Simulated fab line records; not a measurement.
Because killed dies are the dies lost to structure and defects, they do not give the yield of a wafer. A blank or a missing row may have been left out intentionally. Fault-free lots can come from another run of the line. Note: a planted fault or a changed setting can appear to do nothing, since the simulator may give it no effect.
Matching of chambers ; flow gf180mcu ; 3 sister chambers for GF_CONTACT_CVD_02 on pecvd-02
The step deposits SiO2 from TEOS, target thk 860 nm, time 95.992 s. 6 wafers are shown with their chamber, then 8 later ones without.

== WAFERS WITH THEIR CHAMBER ==
wafer;chamber;heaterPowerW (W)
L088.1;1;682
L088.3;2;907
L090.4;1;558
L090.5;0;734
L090.6;2;911
L094.1;0;715

== WAFERS WHOSE CHAMBER IS MISSING ==
wafer;heaterPowerW (W)
L094.2;814
L094.4;857
L095.1;579
L095.2;769
L095.3;572
L096.2;879
L096.3;670
L096.6;900

== WHICH CHAMBER EACH ONE RAN IN ==
wafer;from the rows above;in truth
L094.2;can't be placed: 0 or 2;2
L094.4;can't be placed: 2 or 0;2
L095.1;1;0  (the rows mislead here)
L095.2;can't be placed: 0 or 2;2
L095.3;1;1
L096.2;2;2
L096.3;can't be placed: 1 or 0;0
L096.6;2;2
Correct placement for 3 of the 8. Not placeable from these rows: 4 (in 4, the candidates include the true chamber). 1 placed wrongly.
How it was worked out, from the rows above alone: a wafer's distance from a chamber is the root of the sum, over the readings, of the square of ((its reading less the chamber's mean) divided by the reading's scatter). If the next closest chamber is less than 2 further off than the closest, the wafer can't be placed; otherwise it belongs to the closest. A chamber's mean is the mean of its shown wafers. The scatter: the root of (the sum of the squares of (reading less its chamber's mean) over the shown wafers, divided by (wafers less chambers)).
